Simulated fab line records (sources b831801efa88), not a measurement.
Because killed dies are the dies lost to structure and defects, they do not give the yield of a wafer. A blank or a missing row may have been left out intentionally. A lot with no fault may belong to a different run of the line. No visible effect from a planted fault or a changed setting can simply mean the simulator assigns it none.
fab line records    flow sky130
[record] lots = 12  wafers = 36  last_day = 50
route steps=708 shown NWELL@78 PWDE@84 VT_ADJUST_LVTN@106 VT_ADJUST_NCORE@128 PAD_OPEN@708
lots that met no fault: taken from a fault-free run of the same line
start_h: hours from the record's opening day to when the first of the lot's shown wafers began    wait_h: how many hours have passed since the lot's step before this one    " unchanged from the row above    L1.1+2: a row that stands for several wafers    - either no value or no given start    * or withheld: withheld    < > ~ a bound
route shown NAME@n: a module of which the file shows steps, and the number in the route of the first    usual: the fault-free wafers' mean and standard deviation    same: alike in all rows    chamber/n: place in a boat    sites: per-site readings    _std_site: the values' standard deviation    _edge_site: inner sites' mean taken away from outer sites' mean    radius_mm: for every site, how far away it sits from the centre of the wafer    mask NAME#n: copy n    behind: tool/chamber where the wafer was last shaped    hold: why the lot was held/for how many hours/how that ended    device: names the non-switching transistor (n, p or np)    end of line: the tests these same wafers got at the end of their route    a step with no rows: only its recipe    killed: dies lost to structure and defects at the first sort, not the wafer's yield    map: per-die view of a wafer (x killed, . not killed, _ where there is no die)
set.NAME: the setting that was run; set.NAME@STEP: the one run at that earlier step    model.NAME: the simulator's own value behind a step, which no gauge read
a sample of lots followed through the steps of the route, with each step as a table and each wafer as a row
services: the hour from which a tool's chamber was out of use, counted from the record's first day as start_h (under 0 if before that day), plus the number of hours and why
[[steps]]
[step SKY_NWELL_STRIP_25]
[recipe] chemistry = O2/N2  power_w = 1400  pressure_mtorr = 1500  platen_temp_c = withheld  o2_flow_sccm = 3000  n2_flow_sccm = 300  overash_fraction = 0.5
[usual] drypump_motor_current_A = 5.6/0.35  oes_product_au = 0.723/0.0044  strip_time_to_endpoint_s = 36.99/0.095
[same] overash_fraction = 0.5
lot.wafer  tool             chamber  start_h  wait_h  drypump_motor_current_A  oes_product_au  rf_hours_counter_h  strip_time_to_endpoint_s
L432.1     plasma_asher-01  1        120.31   0.1     5.9                      0.729           44                  37.07
L432.3     "                0        "        "       5.0                      0.714           -                   36.93
L432.5     "                0        "        "       5.0                      0.724           -                   37.03
L433.1     plasma_asher-02  1        129.52   0.1     5.7                      0.732           46                  37.03
L433.4     "                1        "        "       5.7                      0.730           -                   37.05
L433.6     "                1        "        "       5.7                      0.716           -                   37.04
L434.2     plasma_asher-03  0        133.63   0.1     5.6                      0.722           2                   36.97
L434.3     "                1        "        "       5.6                      0.721           -                   37.02
L434.6     "                0        "        "       5.6                      0.722           -                   36.97
L435.1     plasma_asher-02  1        138.87   0.1     5.7                      0.726           48                  36.91
L435.4     "                1        "        "       5.7                      0.714           -                   36.94
L435.5     "                1        "        "       5.7                      0.723           -                   37.13
L436.3     plasma_asher-01  1        145.45   0.1     5.9                      0.727           -                   37.15
L436.5     "                1        "        "       5.9                      0.725           -                   37.02
L436.6     "                0        "        "       5.1                      0.722           -                   37.11
L437.1     plasma_asher-03  0        151.72   0.1     5.5                      0.727           4                   37.03
L437.2     "                1        "        "       5.6                      0.718           4                   37.06
L437.4     "                1        "        "       5.6                      0.722           -                   37.08
L438.2     plasma_asher-01  0        158.22   0.1     5.1                      0.720           48                  37.05
L438.4     "                1        "        "       5.9                      0.720           -                   37.05
L438.5     "                0        "        "       5.1                      0.729           -                   36.87
L443.3     plasma_asher-02  1        187.11   0.1     5.7                      0.716           -                   37.10
L443.4     "                0        "        "       6.1                      0.724           -                   36.91
L443.6     "                0        "        "       6.1                      0.726           -                   36.92
L444.1     plasma_asher-01  0        195.81   0.1     5.1                      0.721           52                  36.96
L444.4     "                0        "        "       5.1                      0.721           -                   36.93
L444.5     "                0        "        "       5.1                      0.722           -                   36.90
L450.3     plasma_asher-01  0        230.20   0.1     5.0                      0.725           -                   36.90
L450.4     "                1        "        "       5.8                      0.723           -                   36.98
L450.5     "                0        "        "       5.0                      0.725           -                   36.99
L451.1     plasma_asher-01  0        238.02   0.1     5.0                      0.725           56                  36.83
L451.4     "                1        "        "       5.9                      0.720           -                   36.85
L451.6     "                1        "        "       5.9                      0.720           -                   36.90
L452.2     plasma_asher-01  1        243.83   0.1     5.9                      0.727           56                  36.74
L452.5     "                0        "        "       5.0                      0.724           -                   36.83
L452.6     "                1        "        "       5.9                      0.721           -                   36.88
[step SKY_NWELL_RS_MEAS_31]
[recipe] thk_meas_gauge = four-point-probe
[usual] PWDE_RS = 5269/14
lot.wafer  tool           chamber  start_h  wait_h  PWDE_RS[ohm/sq]
L432.1     film_metro-04  -        120.86   0.1     5266
L432.3     "              -        "        "       5265
L432.5     "              -        "        "       5253
L433.1     film_metro-04  -        130.07   0.1     5278
L433.4     "              -        "        "       5279
L433.6     "              -        "        "       5282
L434.2     film_metro-04  -        134.21   0.1     5270
L434.3     "              -        "        "       5259
L434.6     "              -        "        "       5249
L435.1     film_metro-01  -        139.42   0.1     5275
L435.4     "              -        "        "       5263
L435.5     "              -        "        "       5255
L436.3     film_metro-01  -        146.01   0.1     5260
L436.5     "              -        "        "       5282
L436.6     "              -        "        "       5276
L437.1     film_metro-02  -        152.27   0.1     5247
L437.2     "              -        "        "       5261
L437.4     "              -        "        "       5243
L438.2     film_metro-01  -        158.79   0.1     5272
L438.4     "              -        "        "       5266
L438.5     "              -        "        "       5290
L443.3     film_metro-02  -        187.67   0.1     5283
L443.4     "              -        "        "       5284
L443.6     "              -        "        "       5304
L444.1     film_metro-01  -        196.37   0.1     5254
L444.4     "              -        "        "       5251
L444.5     "              -        "        "       5263
L450.3     film_metro-02  -        230.76   0.1     5267
L450.4     "              -        "        "       5290
L450.5     "              -        "        "       5250
L451.1     film_metro-01  -        238.57   0.1     5272
L451.4     "              -        "        "       5266
L451.6     "              -        "        "       5275
L452.2     film_metro-02  -        244.40   0.1     5262
L452.5     "              -        "        "       5283
L452.6     "              -        "        "       5256
[step SKY_VT_ADJUST_LVTN_STRIP_09]
[recipe] chemistry = O2/N2  power_w = 1400  pressure_mtorr = 1500  platen_temp_c = withheld  o2_flow_sccm = 3000  n2_flow_sccm = 300  overash_fraction = 0.5
[usual] drypump_motor_current_A = 5.82/0.27  oes_product_au = 0.723/0.0044  strip_time_to_endpoint_s = 36.98/0.079
[same] overash_fraction = 0.5
lot.wafer  tool             chamber  start_h  wait_h  drypump_motor_current_A  oes_product_au  rf_hours_counter_h  strip_time_to_endpoint_s
L432.1     plasma_asher-02  1        159.58   0.1     5.67                     0.720           50                  36.87
L432.3     "                0        "        "       6.09                     0.726           -                   36.86
L432.5     "                1        "        "       5.67                     0.725           -                   36.84
L433.1     plasma_asher-02  1        168.81   0.1     5.71                     0.733           51                  37.10
L433.4     "                1        "        "       5.72                     0.716           -                   37.04
L433.6     "                1        "        "       5.73                     0.728           -                   37.06
L434.2     plasma_asher-03  1        174.11   0.1     5.61                     0.714           7                   36.90
L434.3     "                1        "        "       5.59                     0.721           -                   36.88
L434.6     "                0        "        "       5.57                     0.724           -                   36.88
L435.1     plasma_asher-03  1        179.66   0.1     5.58                     0.727           7                   37.09
L435.4     "                1        "        "       5.60                     0.727           -                   37.04
L435.5     "                0        "        "       5.54                     0.729           -                   37.04
L436.3     plasma_asher-03  0        186.80   0.1     5.55                     0.728           -                   36.97
L436.5     "                1        "        "       5.61                     0.728           -                   36.98
L436.6     "                0        "        "       5.55                     0.716           -                   37.01
L437.1     plasma_asher-04  0        193.47   0.1     6.22                     0.720           35                  36.98
L437.2     "                1        "        "       6.06                     0.721           35                  37.06
L437.4     "                0        "        "       6.21                     0.721           -                   37.02
L438.2     plasma_asher-03  0        200.28   0.1     5.51                     0.718           9                   37.07
L438.4     "                1        "        "       5.60                     0.725           -                   36.95
L438.5     "                0        "        "       5.52                     0.719           -                   36.89
L443.3     plasma_asher-04  1        231.85   0.1     6.08                     0.735           -                   36.87
L443.4     "                0        "        "       6.20                     0.720           -                   36.94
L443.6     "                0        "        "       6.21                     0.721           -                   36.95
L444.1     plasma_asher-04  0        240.97   0.1     6.22                     0.724           40                  37.09
L444.4     "                0        "        "       6.20                     0.716           -                   36.87
L444.5     "                1        "        "       6.10                     0.722           -                   37.02
L450.3     plasma_asher-04  1        278.29   0.1     6.08                     0.722           -                   37.07
L450.4     "                0        "        "       6.21                     0.718           -                   37.10
L450.5     "                1        "        "       6.07                     0.725           -                   37.04
L451.1     plasma_asher-04  1        287.52   0.1     6.06                     0.719           45                  36.99
L451.4     "                0        "        "       6.20                     0.720           -                   36.98
L451.6     "                1        "        "       6.08                     0.725           -                   37.09
L452.2     plasma_asher-03  1        293.07   0.1     5.62                     0.723           18                  37.04
L452.5     "                1        "        "       5.62                     0.718           -                   37.02
L452.6     "                0        "        "       5.55                     0.719           -                   37.04
[step SKY_VT_ADJUST_NCORE_IMPLANT_09]
[recipe] species = B  energy_kev = 10  dose_cm2 = 2.4e+12  tilt_deg = withheld
[usual] dose_ions_cm2 = 2.3991e+12/2.5e+09  faraday_current_uA = 13.56/0.26
lot.wafer  tool          chamber  start_h  wait_h  dose_ions_cm2  faraday_current_uA
L432.1     implanter-04  0        200.59   0.0     2.3959e+12     13.65
L432.3     "             0        "        "       2.3945e+12     13.38
L432.5     "             0        "        "       2.3967e+12     13.69
L433.1     implanter-04  0        210.75   0.0     2.4015e+12     13.49
L433.4     "             0        "        "       2.4031e+12     13.59
L433.6     "             0        "        "       2.3996e+12     13.06
L434.2     implanter-03  0        218.58   0.0     2.4026e+12     13.26
L434.3     "             0        "        "       2.3982e+12     13.28
L434.6     "             0        "        "       2.4071e+12     13.01
L435.1     implanter-03  0        222.90   0.0     2.4001e+12     13.98
L435.4     "             0        "        "       2.3998e+12     13.56
L435.5     "             0        "        "       2.4015e+12     13.41
L436.3     implanter-02  0        230.65   0.1     2.3996e+12     13.36
L436.5     "             0        "        "       2.4e+12        13.59
L436.6     "             0        "        "       2.3987e+12     14.00
L437.1     implanter-02  0        237.04   0.0     2.3988e+12     13.85
L437.2     "             0        "        "       2.4026e+12     13.08
L437.4     "             0        "        "       2.399e+12      13.66
L438.2     implanter-04  0        243.82   0.0     2.3987e+12     13.76
L438.4     "             0        "        "       2.401e+12      13.43
L438.5     "             0        "        "       2.3987e+12     13.73
L443.3     implanter-04  0        279.34   0.1     1.7153e+12     9.80
L443.4     "             0        "        "       1.7162e+12     9.95
L443.6     "             0        "        "       1.7168e+12     9.67
L444.1     implanter-04  0        289.65   0.0     1.7161e+12     9.59
L444.4     "             0        "        "       1.7163e+12     9.82
L444.5     "             0        "        "       1.7171e+12     9.82
L450.3     implanter-03  0        329.69   0.1     2.4e+12        13.40
L450.4     "             0        "        "       2.3995e+12     13.64
L450.5     "             0        "        "       2.4034e+12     13.24
L451.1     implanter-03  0        339.30   0.0     2.402e+12      13.66
L451.4     "             0        "        "       2.3984e+12     12.93
L451.6     "             0        "        "       2.398e+12      13.27
L452.2     implanter-04  0        344.26   0.0     2.3988e+12     13.61
L452.5     "             0        "        "       2.3985e+12     13.88
L452.6     "             0        "        "       2.3979e+12     13.70
[step SKY_VT_ADJUST_NCORE_TW_MEAS_11]
[usual] VT_ADJUST_NCORE_TW = 219.4/2.7
lot.wafer  tool           chamber  start_h  wait_h  VT_ADJUST_NCORE_TW
L432.1     film_metro-03  -        200.84   0.1     220.5
L432.3     "              -        "        "       220.9
L432.5     "              -        "        "       220.2
L433.1     film_metro-01  -        211.00   0.1     215.3
L433.4     "              -        "        "       216.4
L433.6     "              -        "        "       215.9
L434.2     film_metro-02  -        218.81   0.1     222.7
L434.3     "              -        "        "       222.2
L434.6     "              -        "        "       222.5
L435.1     film_metro-02  -        223.15   0.1     222.2
L435.4     "              -        "        "       222.0
L435.5     "              -        "        "       222.2
L436.3     film_metro-01  -        230.87   0.1     216.2
L436.5     "              -        "        "       216.0
L436.6     "              -        "        "       215.9
L437.1     film_metro-03  -        237.29   0.1     222.1
L437.2     "              -        "        "       220.9
L437.4     "              -        "        "       220.6
L438.2     film_metro-03  -        244.06   0.1     219.1
L438.4     "              -        "        "       219.7
L438.5     "              -        "        "       220.9
L443.3     film_metro-01  -        279.56   0.1     196.3
L443.4     "              -        "        "       197.4
L443.6     "              -        "        "       196.1
L444.1     film_metro-03  -        289.90   0.1     200.8
L444.4     "              -        "        "       201.3
L444.5     "              -        "        "       201.4
L450.3     film_metro-03  -        329.91   0.1     219.6
L450.4     "              -        "        "       220.7
L450.5     "              -        "        "       220.8
L451.1     film_metro-01  -        339.55   0.1     216.2
L451.4     "              -        "        "       217.5
L451.6     "              -        "        "       217.1
L452.2     film_metro-03  -        344.50   0.1     220.4
L452.5     "              -        "        "       220.5
L452.6     "              -        "        "       221.7
[step SKY_PAD_OPEN_PROBE_99]
[usual] killed_at_M0_to_M3 = 44/7.2  killed_at_M4_up = 3.5/1.8  killed_at_contacts = 25/5.1  killed_at_front_end = 14/4.4  killed_at_other = 0.4/0.58  killed_dies = 87/9.1  killed_on_rim = 17/3.9  killed_open = 48/6.9  killed_short = 38/6.3
[same] gross_dies = 492  killed_at_back_side = 0
lot.wafer  tool       chamber  start_h  wait_h  killed_at_M0_to_M3  killed_at_M4_up  killed_at_contacts  killed_at_front_end  killed_at_other  killed_dies  killed_on_rim  killed_open  killed_short
L432.1     prober-01  -        1091.55  0.1     42                  3                21                  17                   0                83           18             43           40
L432.3     prober-01  -        1091.65  0.2     38                  4                25                  12                   0                79           16             47           32
L432.5     prober-01  -        1091.75  0.2     40                  7                25                  16                   0                88           17             43           45
L433.1     prober-02  -        1099.01  0.1     40                  6                18                  19                   0                83           13             45           38
L433.4     prober-02  -        1099.16  0.2     52                  5                24                  17                   0                98           16             55           43
L433.6     prober-02  -        1099.26  0.2     45                  3                23                  9                    1                81           7              43           38
L434.2     prober-01  -        1103.40  0.1     48                  3                20                  23                   1                95           17             52           42
L434.3     prober-01  -        1103.45  0.2     45                  3                25                  11                   1                85           16             46           39
L434.6     prober-01  -        1103.60  0.2     34                  3                30                  16                   0                83           19             56           26
L435.1     prober-02  -        1111.44  0.1     36                  3                32                  15                   0                86           17             50           36
L435.4     prober-02  -        1111.59  0.2     55                  3                23                  19                   0                100          23             52           48
L435.5     prober-02  -        1111.64  0.2     46                  0                19                  15                   0                80           8              41           39
L436.3     prober-01  -        1118.41  0.2     46                  2                25                  12                   0                85           16             50           35
L436.5     prober-01  -        1118.51  0.2     45                  7                14                  5                    0                71           9              42           29
L436.6     prober-01  -        1118.56  0.2     47                  5                27                  13                   0                92           19             52           40
L437.1     prober-02  -        1124.70  0.1     41                  3                25                  14                   0                83           16             47           36
L437.2     prober-02  -        1124.75  0.1     38                  2                24                  12                   0                76           22             41           35
L437.4     prober-02  -        1124.85  0.2     40                  4                27                  12                   0                83           12             55           28
L438.2     prober-01  -        1131.41  0.1     46                  2                15                  15                   0                78           16             46           32
L438.4     prober-01  -        1131.51  0.2     39                  1                26                  19                   0                85           19             47           38
L438.5     prober-01  -        1131.56  0.2     43                  2                30                  17                   1                93           15             51           41
L443.3     prober-01  -        1157.64  0.2     37                  4                26                  13                   0                80           15             44           36
L443.4     prober-01  -        1157.69  0.2     49                  4                25                  26                   0                104          17             51           51
L443.6     prober-01  -        1157.79  0.2     62                  3                23                  12                   0                100          21             59           41
L444.1     prober-02  -        1161.56  0.1     48                  3                19                  6                    1                77           15             46           31
L444.4     prober-02  -        1161.71  0.2     43                  3                25                  14                   0                85           19             45           40
L444.5     prober-02  -        1161.76  0.2     45                  2                25                  14                   1                87           16             50           37
L450.3     prober-02  -        1194.75  0.2     36                  4                27                  13                   0                80           19             42           38
L450.4     prober-02  -        1194.80  0.2     37                  5                16                  15                   0                73           15             42           29
L450.5     prober-02  -        1194.85  0.2     58                  6                20                  12                   0                96           24             48           47
L451.1     prober-01  -        1195.86  0.1     44                  5                23                  15                   0                87           17             48           39
L451.4     prober-01  -        1196.01  0.2     53                  6                29                  15                   0                103          17             54           49
L451.6     prober-01  -        1196.11  0.2     41                  2                27                  24                   0                94           24             49           45
L452.2     prober-02  -        1200.71  0.1     39                  4                19                  14                   1                77           15             39           38
L452.5     prober-02  -        1200.86  0.2     37                  2                33                  15                   1                88           16             44           44
L452.6     prober-02  -        1200.91  0.2     42                  3                27                  11                   0                83           15             45           38
// killed by level:class
L432.1 CONTACT:geometric_particle:open=11 VIA1:geometric_particle:open=8 VIA2:geometric_particle:open=8 POLY_GATE:geometric_particle:short=7 CONTACT:geometric_particle:short=6 VIA3:geometric_particle:short=5 FIELD_ISO:geometric_particle:open=4 VIA2:geometric_particle:short=4
L432.3 LI_CONTACT:geometric_particle:open=11 VIA1:geometric_particle:open=11 CONTACT:geometric_particle:open=7 VIA2:geometric_particle:open=7 METAL2:geometric_particle:short=5 LI_CONTACT:geometric_particle:short=4 VIA3:geometric_particle:open=4 POLY_GATE:geometric_particle:short=3
L432.5 VIA2:geometric_particle:open=9 CONTACT:geometric_particle:short=7 POLY_GATE:geometric_particle:short=7 CONTACT:geometric_particle:open=7 VIA1:geometric_particle:open=7 VIA3:geometric_particle:open=7 LI_CONTACT:geometric_particle:open=5 METAL1:geometric_particle:short=5
L433.1 VIA2:geometric_particle:open=10 CONTACT:geometric_particle:open=7 VIA1:geometric_particle:short=6 FIELD_ISO:geometric_particle:short=5 LI_CONTACT:geometric_particle:open=5 VIA1:geometric_particle:open=5 POLY_GATE:geometric_particle:short=4 POLY_GATE:geometric_particle:open=4
L433.4 VIA2:geometric_particle:open=11 VIA1:geometric_particle:open=10 LI_CONTACT:geometric_particle:open=8 METAL2:geometric_particle:short=8 CONTACT:geometric_particle:open=7 METAL4:geometric_particle:short=5 VIA3:geometric_particle:open=5 FIELD_ISO:geometric_particle:short=4
L433.6 VIA1:geometric_particle:open=10 VIA3:geometric_particle:open=9 CONTACT:geometric_particle:open=7 METAL1:geometric_particle:short=5 LI_CONTACT:geometric_particle:open=4 LOCAL_INTERCONNECT:geometric_particle:open=4 LOCAL_INTERCONNECT:geometric_particle:short=4 METAL2:geometric_particle:short=4
L434.2 VIA1:geometric_particle:open=11 VIA3:geometric_particle:open=10 LI_CONTACT:geometric_particle:open=7 FIELD_ISO:geometric_particle:open=6 VIA2:geometric_particle:open=6 VIA3:geometric_particle:short=6 FIELD_ISO:geometric_particle:short=5 POLY_GATE:geometric_particle:open=5
L434.3 VIA3:geometric_particle:open=10 LI_CONTACT:geometric_particle:open=7 CONTACT:geometric_particle:short=7 VIA1:geometric_particle:open=7 FIELD_ISO:geometric_particle:open=6 CONTACT:geometric_particle:open=6 METAL1:geometric_particle:short=6 VIA2:geometric_particle:open=6
L434.6 LI_CONTACT:geometric_particle:open=14 CONTACT:geometric_particle:open=14 VIA1:geometric_particle:open=6 POLY_GATE:geometric_particle:open=5 VIA1:geometric_particle:short=5 METAL1:geometric_particle:short=5 FIELD_ISO:geometric_particle:open=4 VIA2:geometric_particle:open=4
L435.1 CONTACT:geometric_particle:open=11 LI_CONTACT:geometric_particle:open=9 FIELD_ISO:geometric_particle:short=8 CONTACT:geometric_particle:short=7 VIA3:geometric_particle:open=7 METAL1:geometric_particle:short=7 VIA1:geometric_particle:open=7 VIA2:geometric_particle:open=6
L435.4 VIA1:geometric_particle:open=12 POLY_GATE:geometric_particle:open=7 METAL1:geometric_particle:short=7 METAL2:geometric_particle:short=7 VIA2:geometric_particle:short=7 LI_CONTACT:geometric_particle:open=6 VIA2:geometric_particle:open=6 FIELD_ISO:geometric_particle:open=5
L435.5 CONTACT:geometric_particle:open=10 VIA1:geometric_particle:open=9 FIELD_ISO:geometric_particle:short=6 METAL1:geometric_particle:short=5 VIA1:geometric_particle:short=5 METAL2:geometric_particle:short=5 VIA3:geometric_particle:open=5 FIELD_ISO:geometric_particle:open=4
L436.3 VIA1:geometric_particle:open=15 LI_CONTACT:geometric_particle:open=10 CONTACT:geometric_particle:open=7 VIA2:geometric_particle:open=7 METAL2:geometric_particle:short=7 LI_CONTACT:geometric_particle:short=4 FIELD_ISO:geometric_particle:short=3 METAL1:geometric_particle:short=3
L436.5 VIA3:geometric_particle:open=10 VIA1:geometric_particle:open=9 LI_CONTACT:geometric_particle:open=6 METAL1:geometric_particle:short=5 VIA1:geometric_particle:short=5 VIA2:geometric_particle:open=4 METAL4:geometric_particle:short=4 FIELD_ISO:geometric_particle:short=3
L436.6 CONTACT:geometric_particle:open=13 VIA2:geometric_particle:open=8 VIA1:geometric_particle:open=8 LI_CONTACT:geometric_particle:open=7 METAL2:geometric_particle:short=6 METAL1:geometric_particle:short=6 VIA1:geometric_particle:short=5 VIA3:geometric_particle:short=5
L437.1 CONTACT:geometric_particle:open=10 VIA2:geometric_particle:open=9 FIELD_ISO:geometric_particle:open=8 VIA1:geometric_particle:open=8 METAL1:geometric_particle:short=7 VIA1:geometric_particle:short=5 LI_CONTACT:geometric_particle:open=4 LOCAL_INTERCONNECT:geometric_particle:short=4
L437.2 CONTACT:geometric_particle:open=9 VIA3:geometric_particle:open=8 VIA1:geometric_particle:open=6 FIELD_ISO:geometric_particle:open=5 VIA2:geometric_particle:open=5 LI_CONTACT:geometric_particle:open=4 METAL1:geometric_particle:short=4 LOCAL_INTERCONNECT:geometric_particle:short=4
L437.4 CONTACT:geometric_particle:open=12 LI_CONTACT:geometric_particle:open=9 VIA1:geometric_particle:open=8 VIA2:geometric_particle:open=7 VIA3:geometric_particle:open=6 FIELD_ISO:geometric_particle:open=4 VIA1:geometric_particle:short=4 FIELD_ISO:geometric_particle:short=3
L438.2 VIA2:geometric_particle:open=12 VIA3:geometric_particle:open=9 VIA1:geometric_particle:open=6 FIELD_ISO:geometric_particle:open=5 LOCAL_INTERCONNECT:geometric_particle:short=5 CONTACT:geometric_particle:open=4 VIA3:geometric_particle:short=4 VIA1:geometric_particle:short=4
L438.4 VIA1:geometric_particle:open=9 METAL2:geometric_particle:short=8 CONTACT:geometric_particle:open=7 FIELD_ISO:geometric_particle:open=6 LI_CONTACT:geometric_particle:open=6 VIA3:geometric_particle:open=5 CONTACT:geometric_particle:short=5 VIA2:geometric_particle:open=5
L438.5 CONTACT:geometric_particle:open=12 VIA1:geometric_particle:open=9 CONTACT:geometric_particle:short=8 LOCAL_INTERCONNECT:geometric_particle:short=6 VIA3:geometric_particle:open=6 METAL3:geometric_particle:short=6 FIELD_ISO:geometric_particle:open=5 VIA2:geometric_particle:open=5
L443.3 LI_CONTACT:geometric_particle:open=9 METAL1:geometric_particle:short=7 VIA1:geometric_particle:open=7 CONTACT:geometric_particle:open=6 VIA3:geometric_particle:open=6 FIELD_ISO:geometric_particle:short=4 POLY_GATE:geometric_particle:short=4 LOCAL_INTERCONNECT:geometric_particle:short=4
L443.4 VIA1:geometric_particle:open=11 CONTACT:geometric_particle:open=10 FIELD_ISO:geometric_particle:short=9 FIELD_ISO:geometric_particle:open=6 CONTACT:geometric_particle:short=6 VIA2:geometric_particle:open=6 LOCAL_INTERCONNECT:geometric_particle:short=5 METAL1:geometric_particle:short=5
L443.6 VIA3:geometric_particle:open=14 CONTACT:geometric_particle:open=13 VIA2:geometric_particle:open=10 METAL1:geometric_particle:short=10 VIA1:geometric_particle:open=8 LI_CONTACT:geometric_particle:open=6 METAL2:geometric_particle:short=5 VIA2:geometric_particle:short=5
L444.1 VIA1:geometric_particle:open=14 LI_CONTACT:geometric_particle:open=8 VIA2:geometric_particle:open=8 METAL2:geometric_particle:short=7 METAL1:geometric_particle:short=6 VIA3:geometric_particle:open=6 FIELD_ISO:geometric_particle:open=4 LOCAL_INTERCONNECT:geometric_particle:short=4
L444.4 LI_CONTACT:geometric_particle:open=8 METAL2:geometric_particle:short=8 CONTACT:geometric_particle:open=7 FIELD_ISO:geometric_particle:open=6 VIA1:geometric_particle:open=6 VIA3:geometric_particle:open=5 VIA2:geometric_particle:short=5 VIA2:geometric_particle:open=5
L444.5 VIA1:geometric_particle:open=12 LI_CONTACT:geometric_particle:open=11 METAL2:geometric_particle:short=7 CONTACT:geometric_particle:open=7 VIA2:geometric_particle:open=6 METAL3:geometric_particle:short=6 METAL1:geometric_particle:short=4 VIA1:geometric_particle:short=4
L450.3 CONTACT:geometric_particle:open=11 LI_CONTACT:geometric_particle:open=8 METAL1:geometric_particle:short=6 VIA1:geometric_particle:open=6 FIELD_ISO:geometric_particle:short=5 VIA1:geometric_particle:short=5 LI_CONTACT:geometric_particle:short=4 VIA2:geometric_particle:open=4
L450.4 CONTACT:geometric_particle:open=8 VIA1:geometric_particle:open=8 VIA2:geometric_particle:open=6 VIA1:geometric_particle:short=5 VIA3:geometric_particle:open=5 POLY_GATE:geometric_particle:open=4 METAL4:geometric_particle:short=4 FIELD_ISO:geometric_particle:short=3
L450.5 VIA1:geometric_particle:open=15 VIA1:geometric_particle:short=11 LOCAL_INTERCONNECT:geometric_particle:short=9 VIA2:geometric_particle:open=9 VIA3:geometric_particle:open=6 METAL3:geometric_particle:short=5 LI_CONTACT:geometric_particle:open=4 CONTACT:geometric_particle:open=4
L451.1 VIA1:geometric_particle:open=12 METAL3:geometric_particle:short=7 CONTACT:geometric_particle:open=7 VIA2:geometric_particle:open=6 LI_CONTACT:geometric_particle:open=6 FIELD_ISO:geometric_particle:short=5 VIA3:geometric_particle:open=5 LOCAL_INTERCONNECT:geometric_particle:short=4
L451.4 VIA1:geometric_particle:open=15 LI_CONTACT:geometric_particle:open=10 CONTACT:geometric_particle:short=7 LOCAL_INTERCONNECT:geometric_particle:short=6 VIA1:geometric_particle:short=6 METAL2:geometric_particle:short=6 VIA3:geometric_particle:open=6 POLY_GATE:geometric_particle:short=5
L451.6 CONTACT:geometric_particle:open=8 VIA1:geometric_particle:open=8 POLY_GATE:geometric_particle:open=7 LI_CONTACT:geometric_particle:open=7 VIA2:geometric_particle:open=7 CONTACT:geometric_particle:short=6 VIA1:geometric_particle:short=6 METAL2:geometric_particle:short=6
L452.2 VIA1:geometric_particle:open=10 METAL1:geometric_particle:short=8 FIELD_ISO:geometric_particle:open=7 CONTACT:geometric_particle:short=7 CONTACT:geometric_particle:open=6 VIA2:geometric_particle:open=6 LI_CONTACT:geometric_particle:open=5 FIELD_ISO:geometric_particle:short=4
L452.5 CONTACT:geometric_particle:open=12 VIA1:geometric_particle:open=9 LI_CONTACT:geometric_particle:open=8 POLY_GATE:geometric_particle:short=6 LOCAL_INTERCONNECT:geometric_particle:short=6 VIA2:geometric_particle:open=6 VIA1:geometric_particle:short=5 METAL2:geometric_particle:short=5
L452.6 CONTACT:geometric_particle:open=10 VIA3:geometric_particle:open=9 VIA1:geometric_particle:open=8 CONTACT:geometric_particle:short=6 METAL1:geometric_particle:short=6 LI_CONTACT:geometric_particle:open=5 VIA1:geometric_particle:short=4 LOCAL_INTERCONNECT:geometric_particle:short=4
[[services]]
tool             chamber  start_h  hours  kind
plasma_asher-02  -        96.84    0.9    repair
implanter-02     -        101.02   4.5    repair
implanter-03     -        106.75   3.0    pm
plasma_asher-03  -        108.75   9.0    pm
plasma_asher-03  0        108.75   9.0    vent_cycle
plasma_asher-03  1        108.75   9.0    vent_cycle
implanter-02     -        114.54   4.9    pm
plasma_asher-03  0        117.75   -      clean
plasma_asher-03  1        117.75   -      clean
plasma_asher-02  -        126.50   2.8    pm
plasma_asher-04  -        127.61   28.1   pm
plasma_asher-01  -        130.29   4.3    repair
implanter-03     -        181.42   1.2    repair
implanter-02     -        217.56   1.2    repair
implanter-03     -        229.94   3.2    pm
implanter-02     -        235.26   0.9    repair
implanter-04     -        239.52   2.2    repair
implanter-04     -        252.28   4.2    pm
implanter-04     -        265.31   4.5    pm
implanter-04     -        299.40   2.0    repair
implanter-04     -        316.49   3.4    pm
[[key]]
[first_sign] step = SKY_VT_ADJUST_NCORE_IMPLANT_09  reading = dose_ions_cm2  direction = down  sigmas = 99+  usual = *  struck = *
[effect] step = SKY_VT_ADJUST_NCORE_IMPLANT_09  reading = faraday_current_uA  direction = down  sigmas = 15  usual = 13.56  struck = 9.77
[effect] step = SKY_VT_ADJUST_NCORE_TW_MEAS_11  reading = VT_ADJUST_NCORE_TW  direction = down  sigmas = 7.5  usual = 219.4  struck = 198.9
met_at SKY_VT_ADJUST_NCORE_IMPLANT_09
struck_lots L443,L444
tester_left_out L443,L444
not_acting_at SKY_NWELL_STRIP_25,SKY_NWELL_RS_MEAS_31,SKY_VT_ADJUST_LVTN_STRIP_09
onset_between 243.82 279.34
[fault] kind = process_parameter_drift  tool = implanter-04  chamber = -  onset_h = 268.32  steps = SKY_VT_ADJUST_NCORE_IMPLANT_09  channel = dose_cm2  offset = *  shape = step  end_h = 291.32  acts_in = *  stated = *
// tester_left_out: of these lots the tester's yield and bins aren't shown, on N5 and GAA mostly nor the transistor test; their killed dies are dies lost to structure and defects alone, not to doping, threshold or leakage, so they don't give the yield
